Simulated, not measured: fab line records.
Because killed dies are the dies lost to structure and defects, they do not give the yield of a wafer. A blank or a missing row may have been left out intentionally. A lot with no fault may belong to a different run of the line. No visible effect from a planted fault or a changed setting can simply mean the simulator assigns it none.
fab line records	flow sky130
record: lots: 11	wafers: 33	lastDay: 50
route steps=708 shown LDD_P@265 LDD_HVN@276 POLY_CUT@312 PAD_OPEN@708
lots that met no fault: from a run of the same line without faults
startH: hours from the record's opening day to when the first of the lot's shown wafers began	waitH: hours since the lot's step before	" the same as in the row above	L1.1+2: a row that stands for several wafers	- no value, or no start given	* or withheld: withheld	< > ~ a bound
route shown NAME@n: names a module that has steps shown in the file, with the first one's number in the route	usual: mean/standard deviation of fault-free wafers	same: alike in all rows	chamber/n: place in a boat	sites: readings site by site	_std_site: the standard deviation of these	_edge_site: mean of outer sites minus mean of inner sites	radiusMm: how far each site lies from the wafer's centre	mask NAME#n: copy n	behind: the most recent tool/chamber to have shaped the wafer	hold: what put the lot on hold/how long, in hours/how the hold closed	device: whichever transistor did not switch (one of n, p or np)	end of line: at the end of the route, the tests of the same wafers	a step with no rows: only its recipe	killed: the dies lost at the first sort to structure and to defects; this is not the yield of the wafer	map: shows each die of a wafer: x if killed, . if not, _ if none is there
set.NAME: the run value of the setting; set.NAME@STEP: its run value at that earlier step	model.NAME: the simulator's own value behind a step, which no gauge read
the route's steps for a sample of lots (tables are steps, rows are wafers)
services: a tool's chamber out of use, with start hour (startH, from the record's first day; less than 0 if before it), hours out, and reason
== steps ==
step: SKY_LDD_P_STRIP_10
recipe: chemistry: O2/N2	powerW: 1400	pressureMtorr: 1500	platenTempC: withheld	o2FlowSccm: 3000	n2FlowSccm: 300	overashFraction: 0.5
usual: drypumpMotorCurrentA: 5.72/0.17	n2FlowSccm: 300.0/0.88	oesProductAu: 0.716/0.0044	stripTimeToEndpointS: 14.20/0.039
lot.wafer	tool	chamber	startH	waitH	drypumpMotorCurrentA	n2FlowSccm	oesProductAu	rfHoursCounterH	stripTimeToEndpointS
L157.2	plasmaAsher-03	0	451.13	0.1	5.91	300.4	0.721	78	14.13
L157.3	"	1	"	"	5.39	300.0	0.709	-	14.18
L157.4	"	0	"	"	5.90	299.9	0.716	-	14.18
L165.4	plasmaAsher-04	1	509.61	0.1	5.88	299.4	0.717	-	14.20
L165.5	"	0	"	"	5.74	300.8	0.721	-	14.17
L165.6	"	1	"	"	5.89	299.6	0.718	-	14.19
L168.1	plasmaAsher-03	0	534.07	0.1	5.82	299.8	0.714	86	14.19
L168.2	"	1	"	"	5.43	300.4	0.721	86	14.20
L168.5	"	0	"	"	5.84	299.6	0.721	-	14.22
L169.1	plasmaAsher-03	1	542.22	0.1	5.43	300.3	0.707	87	14.27
L169.2	"	0	"	"	5.86	298.8	0.717	87	14.27
L169.5	"	1	"	"	5.43	299.5	0.718	-	14.24
L170.3	plasmaAsher-01	1	546.87	0.1	5.72	299.7	0.726	-	14.22
L170.4	"	0	"	"	5.48	299.5	0.719	-	14.21
L170.6	"	1	"	"	5.75	300.7	0.725	-	14.20
L176.1	plasmaAsher-03	1	594.12	0.1	5.36	299.8	0.722	92	14.21
L176.4	"	1	"	"	5.43	299.7	0.713	-	14.22
L176.6	"	1	"	"	5.38	299.0	0.721	-	14.26
L175.1	plasmaAsher-03	0	596.48	0.1	5.82	299.9	0.717	92	14.22
L175.4	"	1	"	"	5.41	300.6	0.712	-	14.18
L175.5	"	1	"	"	5.38	299.3	0.719	-	14.20
L177.1	plasmaAsher-04	1	604.74	0.1	5.87	300.4	0.714	76	14.17
L177.3	"	0	"	"	5.75	300.2	0.713	-	14.22
L177.4	"	1	"	"	5.88	299.9	0.720	-	14.21
L178.1	plasmaAsher-04	0	622.19	0.1	5.76	300.4	0.715	78	14.25
L178.3	"	1	"	"	5.85	302.1	0.711	-	14.20
L178.6	"	1	"	"	5.88	300.0	0.711	-	14.30
L179.1	plasmaAsher-04	1	630.74	0.1	5.88	299.6	0.713	79	14.25
L179.2	"	0	"	"	5.75	297.6	0.719	79	14.23
L179.3	"	1	"	"	5.86	298.6	0.716	-	14.23
L180.3	plasmaAsher-03	0	642.21	0.1	5.87	300.6	0.708	-	14.20
L180.4	"	1	"	"	5.42	299.6	0.714	-	14.18
L180.6	"	0	"	"	5.88	300.7	0.713	-	14.22
step: SKY_LDD_HVN_STRIP_09
recipe: chemistry: O2/N2	powerW: 1400	pressureMtorr: 1500	platenTempC: withheld	o2FlowSccm: 3000	n2FlowSccm: 300	overashFraction: 0.5
usual: drypumpMotorCurrentA: 5.66/0.17	n2FlowSccm: 299.9/0.86	oesProductAu: 0.409/0.0046	stripTimeToEndpointS: 4.141/0.014
lot.wafer	tool	chamber	startH	waitH	drypumpMotorCurrentA	n2FlowSccm	oesProductAu	rfHoursCounterH	stripTimeToEndpointS
L157.2	plasmaAsher-02	1	482.06	0.1	5.90	299.7	0.416	35	4.168
L157.3	"	1	"	"	5.87	300.1	0.403	-	4.146
L157.4	"	0	"	"	5.61	299.6	0.404	-	4.164
L165.4	plasmaAsher-03	0	539.94	0.1	5.85	300.1	0.409	-	4.132
L165.5	"	0	"	"	5.81	300.1	0.406	-	4.154
L165.6	"	1	"	"	5.42	298.4	0.411	-	4.129
L168.1	plasmaAsher-01	1	564.55	0.1	5.75	299.5	0.413	12	4.139
L168.2	"	0	"	"	5.49	299.1	0.408	12	4.141
L168.5	"	0	"	"	5.49	300.6	0.416	-	4.119
L169.1	plasmaAsher-02	0	571.51	0.1	5.61	300.4	0.408	44	4.134
L169.2	"	1	"	"	5.87	300.8	0.412	44	4.135
L169.5	"	0	"	"	5.59	299.3	0.403	-	4.135
L170.3	plasmaAsher-01	1	576.69	0.1	5.74	300.8	0.412	-	4.153
L170.4	"	0	"	"	5.50	299.8	0.415	-	4.135
L170.6	"	1	"	"	5.74	301.5	0.411	-	4.129
L176.1	plasmaAsher-01	0	623.35	0.1	5.48	299.8	0.415	18	4.152
L176.4	"	0	"	"	5.48	300.8	0.402	-	4.144
L176.6	"	1	"	"	5.75	299.0	0.404	-	4.148
L175.1	plasmaAsher-02	1	625.81	0.1	5.86	299.7	0.407	50	4.156
L175.4	"	0	"	"	5.64	300.6	0.413	-	4.146
L175.5	"	1	"	"	5.84	299.6	0.414	-	4.135
L177.1	plasmaAsher-01	1	633.90	0.1	5.76	298.4	0.403	19	4.143
L177.3	"	1	"	"	5.77	300.8	0.411	-	4.135
L177.4	"	0	"	"	5.50	299.2	0.418	-	4.142
L178.1	plasmaAsher-02	0	651.65	0.1	5.61	297.8	0.412	52	4.136
L178.3	"	1	"	"	5.84	299.8	0.407	-	4.155
L178.6	"	1	"	"	5.86	299.8	0.406	-	4.154
L179.1	plasmaAsher-02	1	659.95	0.1	5.89	300.8	0.403	53	4.144
L179.2	"	0	"	"	5.60	300.3	0.410	53	4.128
L179.3	"	0	"	"	5.60	299.6	0.408	-	4.148
L180.3	plasmaAsher-02	1	670.79	0.1	5.83	300.1	0.412	-	4.131
L180.4	"	0	"	"	5.58	298.8	0.405	-	4.147
L180.6	"	0	"	"	5.61	300.6	0.414	-	4.126
step: SKY_POLY_CUT_EXPOSE_05
recipe: maskId: NPCM	na: 0.8	sourceShape: annular	sigmaInner: 0.55	sigmaOuter: 0.85	targetCdNm: 270	doseMj: 32
usual: exposureDoseMJCm2: 31.972/0.03
same: sigmaInner: 0.55
lot.wafer	tool	chamber	startH	waitH	mask	exposureDoseMJCm2
L157.2	krfScanner-01	0	562.29	-	NPCM#0	32.018
L157.3	"	0	"	"	NPCM#0	31.974
L157.4	"	0	"	"	NPCM#0	31.992
L165.4	krfScanner-02	0	615.88	-	NPCM#0	31.920
L165.5	"	0	"	"	NPCM#0	31.925
L165.6	"	0	"	"	NPCM#0	31.940
L168.1	krfScanner-02	0	642.01	-	NPCM#0	32.345
L168.2	"	0	"	"	NPCM#0	32.385
L168.5	"	0	"	"	NPCM#0	32.361
L169.1	krfScanner-02	0	648.17	-	NPCM#0	32.283
L169.2	"	0	"	"	NPCM#0	32.268
L169.5	"	0	"	"	NPCM#0	32.262
L170.3	krfScanner-01	0	653.64	-	NPCM#0	32.002
L170.4	"	0	"	"	NPCM#0	31.993
L170.6	"	0	"	"	NPCM#0	31.970
L176.1	krfScanner-01	0	696.46	-	NPCM#0	31.967
L176.4	"	0	"	"	NPCM#0	31.955
L176.6	"	0	"	"	NPCM#0	31.997
L175.1	krfScanner-02	0	700.81	-	NPCM#0	31.967
L175.4	"	0	"	"	NPCM#0	31.925
L175.5	"	0	"	"	NPCM#0	31.979
L177.1	krfScanner-02	0	707.12	-	NPCM#0	31.948
L177.3	"	0	"	"	NPCM#0	31.994
L177.4	"	0	"	"	NPCM#0	32.006
L178.1	krfScanner-02	0	723.87	-	NPCM#0	31.992
L178.3	"	0	"	"	NPCM#0	31.948
L178.6	"	0	"	"	NPCM#0	32.007
L179.1	krfScanner-02	0	732.18	-	NPCM#0	31.958
L179.2	"	0	"	"	NPCM#0	31.958
L179.3	"	0	"	"	NPCM#0	31.934
L180.3	krfScanner-02	0	743.06	-	NPCM#0	32.011
L180.4	"	0	"	"	NPCM#0	31.962
L180.6	"	0	"	"	NPCM#0	31.987
step: SKY_POLY_CUT_CD_MEAS_08
recipe: targetCdNm: 270
usual: cdNm: 269.6/1.2
lot.wafer	tool	chamber	startH	waitH	cdNm
L157.2	cdSem-01	-	577.49	-	269.7
L157.3	"	-	"	"	268.9
L157.4	"	-	"	"	268.8
L165.4	cdSem-02	-	630.61	-	269.9
L165.5	"	-	"	"	270.2
L165.6	"	-	"	"	269.0
L168.1	cdSem-02	-	655.37	-	264.1
L168.2	"	-	"	"	268.3
L168.5	"	-	"	"	257.6
L169.1	cdSem-02	-	662.42	-	255.0
L169.2	"	-	"	"	265.1
L169.5	"	-	"	"	258.7
L170.3	cdSem-02	-	668.36	-	267.8
L170.4	"	-	"	"	269.7
L170.6	"	-	"	"	268.0
L176.1	cdSem-01	-	709.89	-	268.3
L176.4	"	-	"	"	269.1
L176.6	"	-	"	"	269.4
L175.1	cdSem-02	-	714.07	-	270.4
L175.4	"	-	"	"	270.4
L175.5	"	-	"	"	268.2
L177.1	cdSem-01	-	720.78	-	270.3
L177.3	"	-	"	"	270.3
L177.4	"	-	"	"	270.7
L178.1	cdSem-02	-	736.22	-	268.0
L178.3	"	-	"	"	268.2
L178.6	"	-	"	"	268.8
L179.1	cdSem-02	-	745.20	-	270.2
L179.2	"	-	"	"	269.5
L179.3	"	-	"	"	267.9
L180.3	cdSem-01	-	757.12	-	272.1
L180.4	"	-	"	"	273.2
L180.6	"	-	"	"	272.1
step: SKY_POLY_CUT_ETCH_10
recipe: chemistry: N2/H2	target: BARC	ionEnergyEv: 200	sourceW: 500	biasW: 100	pressureMtorr: 30	n2FlowSccm: 100	h2FlowSccm: 200	stopOn: SiO2	timeS: 45.9	targetDepthA: 600
usual: drypumpMotorCurrentA: 5.7/0.46	n2FlowSccm: 100.02/0.29	oesProductAu: 0.854/0.0049	throttleValvePct: 13.224/0.01
lot.wafer	tool	chamber	startH	waitH	drypumpMotorCurrentA	n2FlowSccm	oesProductAu	rfHoursCounterH	throttleValvePct
L157.2	rieDiel-03	1	577.62	0.0	5.0	100.17	0.854	14	13.221
L157.3	"	2	"	"	6.0	100.06	0.857	0	13.224
L157.4	"	0	"	"	5.8	99.81	0.865	12	13.221
L165.4	rieDiel-04	3	630.71	0.0	5.8	100.52	0.859	2	13.247
L165.5	"	3	"	"	5.8	100.17	0.861	-	13.220
L165.6	"	2	"	"	5.9	100.04	0.854	-	13.236
L168.1	rieDiel-03	3	655.53	0.0	6.5	99.99	0.856	5	13.229
L168.2	"	0	"	"	5.8	99.82	0.860	13	13.227
L168.5	"	3	"	"	6.5	99.97	0.859	-	13.209
L169.1	rieDiel-04	0	662.57	0.0	5.8	99.41	0.848	10	13.243
L169.2	"	2	"	"	5.8	100.48	0.846	49	13.219
L169.5	"	2	"	"	5.9	100.33	0.858	-	13.217
L170.3	rieDiel-01	1	668.47	0.0	5.2	99.63	0.857	7	13.217
L170.4	"	2	"	"	5.3	100.22	0.854	5	13.241
L170.6	"	1	"	"	5.2	99.81	0.853	-	13.224
L176.1	rieDiel-03	1	710.04	0.0	5.0	100.00	0.856	16	13.218
L176.4	"	0	"	"	5.8	99.65	0.851	14	13.224
L176.6	"	0	"	"	5.8	99.99	0.853	-	13.244
L175.1	rieDiel-04	1	714.22	0.0	5.1	100.13	0.861	14	13.215
L175.4	"	3	"	"	5.8	99.87	0.850	4	13.222
L175.5	"	3	"	"	5.8	99.85	0.848	-	13.222
L177.1	rieDiel-04	1	720.94	0.0	5.1	99.42	0.858	14	13.235
L177.3	"	3	"	"	5.8	99.60	0.854	4	13.250
L177.4	"	3	"	"	5.8	99.40	0.861	-	13.202
L178.1	rieDiel-04	1	736.38	0.0	5.1	99.32	0.861	14	13.223
L178.3	"	0	"	"	5.8	100.38	0.855	12	13.223
L178.6	"	1	"	"	5.1	99.79	0.854	-	13.228
L179.1	rieDiel-04	0	745.36	0.0	5.8	100.31	0.849	12	13.232
L179.2	"	2	"	"	5.9	99.75	0.853	0	13.246
L179.3	"	3	"	"	5.8	100.12	0.858	4	13.234
L180.3	rieDiel-01	2	757.24	0.0	5.3	100.60	0.850	7	13.221
L180.4	"	3	"	"	5.0	99.98	0.868	16	13.231
L180.6	"	2	"	"	5.3	100.34	0.853	-	13.235
step: SKY_PAD_OPEN_PROBE_99
usual: killed_at_M0_to_M3: 44/7	killed_at_M4_up: 3.4/1.7	killedAtContacts: 24/4.9	killedAtFrontEnd: 15/4.5	killedAtOther: 0.4/0.61	killedDies: 86/9.7	killedOpen: 47/7.1	killedShort: 39/6.1
same: grossDies: 492	killedAtBackSide: 0
lot.wafer	tool	chamber	startH	waitH	killed_at_M0_to_M3	killed_at_M4_up	killedAtContacts	killedAtFrontEnd	killedAtOther	killedDies	killedOpen	killedShort
L157.2	prober-01	-	1089.41	0.1	35	4	24	12	0	75	46	29
L157.3	prober-01	-	1089.46	0.2	43	3	19	16	0	81	44	37
L157.4	prober-01	-	1089.51	0.2	48	2	24	8	0	82	50	32
L165.4	prober-02	-	1127.14	0.2	52	2	23	13	0	90	56	33
L165.5	prober-02	-	1127.19	0.2	39	4	23	14	0	80	43	37
L165.6	prober-02	-	1127.24	0.2	55	1	20	17	0	93	53	40
L168.1	prober-01	-	1146.21	0.1	42	4	21	10	0	77	49	28
L168.2	prober-01	-	1146.26	0.1	41	2	20	29	1	93	51	42
L168.5	prober-01	-	1146.41	0.2	47	6	20	18	0	91	51	39
L169.1	prober-02	-	1147.21	0.1	45	3	24	20	0	92	49	43
L169.2	prober-02	-	1147.26	0.1	36	4	18	16	0	74	42	32
L169.5	prober-02	-	1147.41	0.2	44	4	29	14	0	91	50	41
L170.3	prober-01	-	1153.53	0.2	38	2	25	16	0	81	42	39
L170.4	prober-01	-	1153.58	0.2	45	3	22	19	0	89	47	42
L170.6	prober-01	-	1153.68	0.2	44	6	29	4	0	83	50	33
L176.1	prober-02	-	1179.53	0.1	30	2	23	16	0	71	42	28
L176.4	prober-02	-	1179.68	0.2	43	4	10	9	0	66	32	34
L176.6	prober-02	-	1179.78	0.2	42	4	22	22	0	90	41	48
L175.1	prober-01	-	1181.48	0.1	37	5	31	17	0	90	52	37
L175.4	prober-01	-	1181.63	0.2	62	4	22	22	1	111	60	51
L175.5	prober-01	-	1181.68	0.2	51	3	23	17	0	94	52	41
L177.1	prober-02	-	1184.89	0.1	47	4	36	15	0	102	61	41
L177.3	prober-02	-	1184.99	0.2	46	2	26	23	0	97	51	46
L177.4	prober-02	-	1185.04	0.2	35	3	21	10	1	70	38	31
L178.1	prober-01	-	1194.88	0.1	42	4	22	14	0	82	40	42
L178.3	prober-01	-	1194.98	0.2	51	4	17	14	0	86	44	42
L178.6	prober-01	-	1195.13	0.2	55	2	20	10	0	87	40	47
L179.1	prober-02	-	1202.84	0.1	41	4	32	13	0	90	55	35
L179.2	prober-02	-	1202.89	0.1	36	3	21	17	0	77	38	39
L179.3	prober-02	-	1202.94	0.2	28	3	24	13	0	68	38	30
L180.3	prober-01	-	1207.79	0.2	41	2	19	14	0	76	40	36
L180.4	prober-01	-	1207.84	0.2	48	3	14	18	0	83	36	47
L180.6	prober-01	-	1207.94	0.2	37	2	24	17	0	80	43	35
killed by level:class
L157.2 CONTACT:geometricParticle:open=12 VIA3:geometricParticle:open=8 VIA1:geometricParticle:open=7 FIELD_ISO:geometricParticle:open=5 CONTACT:geometricParticle:short=5 METAL1:geometricParticle:short=5 LI_CONTACT:geometricParticle:open=4 VIA3:geometricParticle:short=4
L157.3 VIA1:geometricParticle:open=11 CONTACT:geometricParticle:open=11 VIA3:geometricParticle:open=10 METAL2:geometricParticle:short=7 FIELD_ISO:geometricParticle:short=5 VIA1:geometricParticle:short=5 POLY_GATE:geometricParticle:short=4 LI_CONTACT:geometricParticle:open=4
L157.4 VIA1:geometricParticle:open=13 CONTACT:geometricParticle:open=11 METAL1:geometricParticle:short=8 VIA2:geometricParticle:open=8 LI_CONTACT:geometricParticle:open=5 CONTACT:geometricParticle:short=4 VIA2:geometricParticle:short=4 VIA3:geometricParticle:open=4
L165.4 VIA1:geometricParticle:open=13 VIA2:geometricParticle:open=10 VIA3:geometricParticle:open=8 CONTACT:geometricParticle:open=7 LI_CONTACT:geometricParticle:open=6 LOCAL_INTERCONNECT:geometricParticle:short=5 METAL1:geometricParticle:short=5 VIA1:geometricParticle:short=5
L165.5 VIA1:geometricParticle:open=11 FIELD_ISO:geometricParticle:short=7 LOCAL_INTERCONNECT:geometricParticle:short=7 LI_CONTACT:geometricParticle:open=6 CONTACT:geometricParticle:open=6 VIA1:geometricParticle:short=6 VIA2:geometricParticle:open=6 METAL1:geometricParticle:open=4
L165.6 VIA1:geometricParticle:open=12 CONTACT:geometricParticle:open=11 VIA3:geometricParticle:open=8 VIA1:geometricParticle:short=7 VIA2:geometricParticle:short=7 VIA2:geometricParticle:open=6 METAL1:geometricParticle:short=5 POLY_GATE:geometricParticle:short=4
L168.1 VIA3:geometricParticle:open=9 VIA1:geometricParticle:open=8 VIA2:geometricParticle:open=7 METAL1:geometricParticle:short=7 LI_CONTACT:geometricParticle:open=6 CONTACT:geometricParticle:open=6 CONTACT:geometricParticle:short=5 METAL2:geometricParticle:short=5
L168.2 CONTACT:geometricParticle:open=9 VIA2:geometricParticle:open=8 VIA3:geometricParticle:open=8 VIA1:geometricParticle:open=7 POLY_GATE:geometricParticle:short=6 FIELD_ISO:geometricParticle:open=5 FIELD_ISO:geometricParticle:short=5 POLY_GATE:geometricParticle:open=5
L168.5 VIA3:geometricParticle:open=10 CONTACT:geometricParticle:open=8 VIA1:geometricParticle:open=7 METAL1:geometricParticle:short=6 VIA2:geometricParticle:open=6 FIELD_ISO:geometricParticle:open=5 POLY_GATE:geometricParticle:open=5 METAL2:geometricParticle:short=5
L169.1 VIA1:geometricParticle:open=10 FIELD_ISO:geometricParticle:short=9 VIA2:geometricParticle:open=9 VIA3:geometricParticle:open=8 CONTACT:geometricParticle:short=7 FIELD_ISO:geometricParticle:open=6 LI_CONTACT:geometricParticle:open=5 LOCAL_INTERCONNECT:geometricParticle:short=5
L169.2 VIA1:geometricParticle:open=12 VIA3:geometricParticle:open=6 VIA2:geometricParticle:open=6 CONTACT:geometricParticle:short=5 POLY_GATE:geometricParticle:open=4 POLY_GATE:geometricParticle:short=4 METAL2:geometricParticle:short=4 FIELD_ISO:geometricParticle:open=3
L169.5 CONTACT:geometricParticle:open=11 VIA1:geometricParticle:open=10 VIA3:geometricParticle:open=7 LOCAL_INTERCONNECT:geometricParticle:short=6 FIELD_ISO:geometricParticle:open=5 VIA2:geometricParticle:open=5 CONTACT:geometricParticle:short=5 METAL2:geometricParticle:short=5
L170.3 VIA2:geometricParticle:open=8 LOCAL_INTERCONNECT:geometricParticle:short=7 VIA1:geometricParticle:open=6 POLY_GATE:geometricParticle:open=5 CONTACT:geometricParticle:short=5 CONTACT:geometricParticle:open=5 METAL1:geometricParticle:short=5 SPACER:geometricParticle:open=4
L170.4 VIA2:geometricParticle:open=9 FIELD_ISO:geometricParticle:open=7 VIA1:geometricParticle:open=7 LOCAL_INTERCONNECT:geometricParticle:short=6 CONTACT:geometricParticle:open=6 VIA3:geometricParticle:open=6 METAL1:geometricParticle:short=5 METAL3:geometricParticle:short=5
L170.6 VIA1:geometricParticle:open=13 CONTACT:geometricParticle:open=12 VIA2:geometricParticle:open=10 CONTACT:geometricParticle:short=7 VIA3:geometricParticle:open=7 METAL4:geometricParticle:short=6 LI_CONTACT:geometricParticle:open=4 LOCAL_INTERCONNECT:geometricParticle:short=4
L176.1 CONTACT:geometricParticle:open=12 VIA2:geometricParticle:open=10 FIELD_ISO:geometricParticle:open=4 FIELD_ISO:geometricParticle:short=4 METAL1:geometricParticle:short=4 CONTACT:geometricParticle:short=4 VIA1:geometricParticle:open=4 VIA3:geometricParticle:short=4
L176.4 CONTACT:geometricParticle:open=7 METAL1:geometricParticle:short=7 VIA2:geometricParticle:open=7 VIA1:geometricParticle:open=6 FIELD_ISO:geometricParticle:short=5 VIA1:geometricParticle:short=4 VIA2:geometricParticle:short=4 METAL3:geometricParticle:short=4
L176.6 FIELD_ISO:geometricParticle:short=11 CONTACT:geometricParticle:open=9 VIA1:geometricParticle:open=9 METAL1:geometricParticle:short=7 METAL2:geometricParticle:short=6 VIA2:geometricParticle:open=6 POLY_GATE:geometricParticle:short=5 LOCAL_INTERCONNECT:geometricParticle:short=4
L175.1 CONTACT:geometricParticle:open=15 VIA1:geometricParticle:open=8 LI_CONTACT:geometricParticle:open=6 VIA3:geometricParticle:open=6 VIA2:geometricParticle:open=5 CONTACT:geometricParticle:short=4 VIA1:geometricParticle:short=4 VIA3:geometricParticle:short=4
L175.4 VIA1:geometricParticle:open=17 CONTACT:geometricParticle:open=11 METAL1:geometricParticle:short=8 METAL2:geometricParticle:short=8 FIELD_ISO:geometricParticle:open=7 VIA3:geometricParticle:open=7 POLY_GATE:geometricParticle:short=6 LI_CONTACT:geometricParticle:open=5
L175.5 CONTACT:geometricParticle:open=12 VIA1:geometricParticle:open=11 METAL1:geometricParticle:short=8 VIA3:geometricParticle:open=7 VIA2:geometricParticle:open=6 FIELD_ISO:geometricParticle:open=5 LI_CONTACT:geometricParticle:open=5 FIELD_ISO:geometricParticle:short=4
L177.1 CONTACT:geometricParticle:open=15 VIA1:geometricParticle:open=13 VIA2:geometricParticle:open=10 VIA3:geometricParticle:open=8 POLY_GATE:geometricParticle:short=6 LOCAL_INTERCONNECT:geometricParticle:short=6 LI_CONTACT:geometricParticle:open=5 POLY_GATE:geometricParticle:open=4
L177.3 VIA1:geometricParticle:open=11 LI_CONTACT:geometricParticle:open=10 VIA1:geometricParticle:short=10 METAL1:geometricParticle:short=9 CONTACT:geometricParticle:open=8 FIELD_ISO:geometricParticle:open=7 METAL2:geometricParticle:short=7 FIELD_ISO:geometricParticle:short=5
L177.4 VIA1:geometricParticle:open=10 CONTACT:geometricParticle:open=9 METAL1:geometricParticle:short=6 LI_CONTACT:geometricParticle:open=5 VIA1:geometricParticle:short=5 METAL3:geometricParticle:short=3 VIA3:geometricParticle:open=3 FIELD_ISO:geometricParticle:short=2
L178.1 VIA1:geometricParticle:open=9 LOCAL_INTERCONNECT:geometricParticle:short=6 LI_CONTACT:geometricParticle:short=6 CONTACT:geometricParticle:open=6 METAL1:geometricParticle:short=6 VIA2:geometricParticle:open=6 VIA3:geometricParticle:open=5 POLY_GATE:geometricParticle:open=4
L178.3 VIA2:geometricParticle:open=11 CONTACT:geometricParticle:short=6 METAL1:geometricParticle:short=6 CONTACT:geometricParticle:open=5 METAL2:geometricParticle:short=5 VIA1:geometricParticle:open=5 VIA1:geometricParticle:short=5 POLY_GATE:geometricParticle:short=4
L178.6 VIA1:geometricParticle:open=11 METAL1:geometricParticle:short=8 VIA2:geometricParticle:open=8 CONTACT:geometricParticle:open=7 VIA1:geometricParticle:short=6 VIA3:geometricParticle:open=6 LI_CONTACT:geometricParticle:short=5 LOCAL_INTERCONNECT:geometricParticle:short=5
L179.1 LI_CONTACT:geometricParticle:open=13 VIA1:geometricParticle:open=9 VIA3:geometricParticle:open=9 CONTACT:geometricParticle:open=7 VIA2:geometricParticle:open=7 FIELD_ISO:geometricParticle:open=5 LOCAL_INTERCONNECT:geometricParticle:short=5 POLY_GATE:geometricParticle:short=4
L179.2 METAL1:geometricParticle:short=8 CONTACT:geometricParticle:open=7 VIA1:geometricParticle:short=7 VIA1:geometricParticle:open=6 FIELD_ISO:geometricParticle:short=5 LI_CONTACT:geometricParticle:open=5 VIA3:geometricParticle:open=5 POLY_GATE:geometricParticle:open=4
L179.3 LI_CONTACT:geometricParticle:open=8 CONTACT:geometricParticle:open=8 FIELD_ISO:geometricParticle:short=6 VIA1:geometricParticle:open=5 METAL1:geometricParticle:short=5 METAL2:geometricParticle:short=4 VIA2:geometricParticle:open=4 POLY_GATE:geometricParticle:open=3
L180.3 VIA1:geometricParticle:open=13 METAL2:geometricParticle:short=7 CONTACT:geometricParticle:open=6 POLY_GATE:geometricParticle:short=5 LI_CONTACT:geometricParticle:open=5 VIA2:geometricParticle:open=5 FIELD_ISO:geometricParticle:short=4 LOCAL_INTERCONNECT:geometricParticle:short=4
L180.4 VIA1:geometricParticle:open=10 POLY_GATE:geometricParticle:short=9 VIA1:geometricParticle:short=9 VIA3:geometricParticle:open=7 VIA2:geometricParticle:short=6 POLY_GATE:geometricParticle:open=5 LI_CONTACT:geometricParticle:open=5 METAL2:geometricParticle:short=5
L180.6 VIA1:geometricParticle:open=10 LI_CONTACT:geometricParticle:open=7 CONTACT:geometricParticle:open=7 METAL1:geometricParticle:short=6 VIA3:geometricParticle:open=5 LI_CONTACT:geometricParticle:short=4 VIA1:geometricParticle:short=4 VIA3:geometricParticle:short=4
== services ==
tool	chamber	startH	hours	kind
rieDiel-03	2	430.26	1.5	repair
rieDiel-04	-	436.82	0.5	repair
plasmaAsher-02	-	442.21	5.1	repair
krfScanner-01	-	445.71	0.7	repair
plasmaAsher-01	-	446.57	1.9	repair
krfScanner-01	-	448.01	0.7	repair
plasmaAsher-01	-	450.67	1.9	repair
krfScanner-02	-	455.88	0.6	repair
plasmaAsher-01	-	457.51	12.3	repair
plasmaAsher-03	-	473.34	3.1	repair
plasmaAsher-03	-	496.19	4.5	repair
krfScanner-02	-	497.60	0.9	repair
plasmaAsher-01	-	507.00	1.2	repair
krfScanner-02	-	542.93	0.8	pm
rieDiel-04	-	543.84	2.8	pm
rieDiel-04	-	547.48	1.2	repair
krfScanner-02	-	550.84	1.0	pm
krfScanner-02	-	606.56	1.3	pm
krfScanner-02	-	656.34	0.2	repair
plasmaAsher-03	-	663.60	2.2	repair
krfScanner-02	-	682.83	0.8	pm
krfScanner-02	-	694.53	1.0	pm
krfScanner-02	-	733.56	3.6	pm
plasmaAsher-03	-	733.75	9.0	pm
== key ==
firstSign: step: SKY_POLY_CUT_EXPOSE_05	reading: exposureDoseMJCm2	direction: up	sigmas: 12	usual: *	struck: *
effect: step: SKY_POLY_CUT_CD_MEAS_08	reading: cdNm	direction: down	sigmas: 7.1	usual: 269.6	struck: 261.5	wafersMoved: 5	through: controlLoop
metAt SKY_POLY_CUT_EXPOSE_05
struckLots L168,L169
testerLeftOut L168,L169
loopTrim: step: SKY_POLY_CUT_EXPOSE_05	setting: dose	lots: L168,L169
notActingAt SKY_LDD_P_STRIP_10,SKY_LDD_HVN_STRIP_09,SKY_POLY_CUT_ETCH_10
onsetBetween 615.88 642.01
fault: kind: processParameterDrift	tool: krfScanner-02	chamber: -	onsetH: 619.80	steps: SKY_POLY_CUT_EXPOSE_05	channel: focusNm	offset: 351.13	spreadByWafer: 0.3	shape: step	endH: 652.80
testerLeftOut: of these lots the tester's yield and bins aren't shown, on N5 and GAA mostly nor the transistor test; their killed dies are dies lost to structure and defects alone, not to doping, threshold or leakage, so they don't give the yield
loopTrim: a control loop set the setting to another value than it would have without faults
